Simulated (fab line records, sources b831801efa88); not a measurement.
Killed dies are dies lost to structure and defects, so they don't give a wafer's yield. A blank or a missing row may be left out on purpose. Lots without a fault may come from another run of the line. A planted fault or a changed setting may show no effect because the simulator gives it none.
A struck lot beside a sound one | flow sky130 | 15 steps out of a route of 708
Sound: wafers L179.2, L179.3, L179.6. Struck: wafers L182.1, L182.5, L182.6. The cause comes at the end.
At each step with rows: each side's tool, then ch and its chambers, then its first start. Under that, the readings that differ: sound wafers | struck wafers | difference of the means | sigmas: that difference in standard deviations of wafers without a fault.
alike: readings whose means differ by less than 2 such deviations, and words and numbers that are the same on both sides. not compared: withheld readings, readings that some wafer has no value for, bounds like >300 that may hide the same value, and numbers for which the record gives no deviation and whose values overlap.
The two part at a step that has a row with sigmas, a row that says differs or no value, or rows on one side only. Numbers that don't overlap but have no deviation are shown without sigmas and don't part them. A reading that every wafer of one side lacks parts them only if that side has two wafers or more.

SKY_LOCAL_INTERCONNECT_ETCH_13: etches BARC in N2/H2, stops on SiO2, time 45.9 s, target depth 60 nm.
  sound on rie_metal-04 ch 0,1, day 37 02:43; struck on rie_metal-02 ch 0,1, day 37 18:44
  alike: drypump_motor_current_A, he_backside_leak_sccm, oes_product_au, throttle_valve_pct
  not compared: rf_hours_counter_h
SKY_LOCAL_INTERCONNECT_METAL_ETCH_14: etches TiN in Cl2/BCl3, stops on PSG, target depth 110 nm, time 31.4 s.
  sound on rie_metal-04 ch 0,1, day 37 02:46; struck on rie_metal-02 ch 0,1, day 37 18:48
  alike: drypump_motor_current_A, he_backside_leak_sccm, oes_product_au, throttle_valve_pct
  not compared: rf_hours_counter_h
SKY_LOCAL_INTERCONNECT_STRIP_15: strips in O2/N2.
  sound on plasma_asher-04 ch 1, day 37 02:49; struck on plasma_asher-03 ch 0,1, day 37 18:51
  reading                      | sound             | struck            | difference | sigmas
  strip_time_to_endpoint_s (s) | 4.799 4.826 4.813 | 4.760 4.755 4.763 | -0.053     | -2
  alike: drypump_motor_current_A, o2_flow_sccm, oes_product_au
  not compared: rf_hours_counter_h
then, 3 steps without rows for these wafers: SKY_LOCAL_INTERCONNECT_STRIP_16 (strips in post etch residue remover, time 1200 s); SKY_LOCAL_INTERCONNECT_CLEAN_17 (cleans in IPA, time 180 s); SKY_LOCAL_INTERCONNECT_CLEAN_18 (cleans in O3/DIW).
SKY_CONTACT_CVD_00: deposits Si3N4, target thk 75 nm.
  sound on pecvd-01 ch 0,2, day 37 03:25; struck on pecvd-01 ch 1,2, day 37 19:26
  alike: heater_power_w
SKY_CONTACT_THK_MEAS_01:
  sound on film_metro-03, day 37 03:28; struck on film_metro-02, day 37 19:29
  alike: CONTACT_CVD_00_THK
then, 1 step without rows for these wafers: SKY_CONTACT_HDPCVD_02 (deposits SiO2, target thk 565 nm, time 94.2 s).
SKY_CONTACT_THK_MEAS_03:
  sound on film_metro-03, day 37 03:35; struck on film_metro-03, day 37 19:37
  reading                 | sound       | struck      | difference | sigmas
  CONTACT_HDPCVD_THK (nm) | 567 564 571 | 557 551 554 | -13        | -2
SKY_CONTACT_CMP_04: polishes SiO2.
  sound on cmp-01 ch 2,3, day 37 03:38; struck on cmp-02 ch 0,1, day 37 19:43
  alike: head_pressure_psi, motor_current_A, slurry_filter_dp_kPa, time_to_endpoint_s
SKY_CONTACT_BOW_MEAS_05:
  sound on film_metro-03, day 37 03:57; struck on film_metro-01, day 37 19:58
  alike: CONTACT_BOW
SKY_CONTACT_DEHYDRATE_06: time 60 s.
  sound on litho_track-02 ch 0, day 37 16:16; struck on litho_track-04 ch 0, day 38 08:33
  reading                  | sound                | struck               | difference | sigmas
  heater_power_total_W (W) | 160.25 160.44 160.39 | 165.30 165.14 165.16 | +4.84      | +37
  plate_temp_C (C)         | 200.24 199.76 199.81 | 204.82 204.58 204.79 | +4.79      | +28
then, 1 step without rows for these wafers: SKY_CONTACT_HMDS_07 (prime time 60 s).
-- the record jumps here: 13 days lie between the struck wafers' starts before and after (it left off in module CONTACT and takes up again in module PAD_OPEN, whose first step shown is number 708 of the route) --
SKY_PAD_OPEN_PROBE_99:
  sound on prober-02, day 51 03:52; struck on prober-01, day 51 11:22
  reading             | sound   | struck   | difference | sigmas
  killed_at_front_end | 10 13 6 | 22 27 23 | +14        | +3
  alike: killed_at_M0_to_M3, killed_at_M4_up, killed_at_contacts, killed_at_other, killed_dies, killed_open, killed_short

WHERE THEY PART
First at SKY_LOCAL_INTERCONNECT_STRIP_15; last, within this record, at SKY_PAD_OPEN_PROBE_99.

WHY: what the simulator had put in
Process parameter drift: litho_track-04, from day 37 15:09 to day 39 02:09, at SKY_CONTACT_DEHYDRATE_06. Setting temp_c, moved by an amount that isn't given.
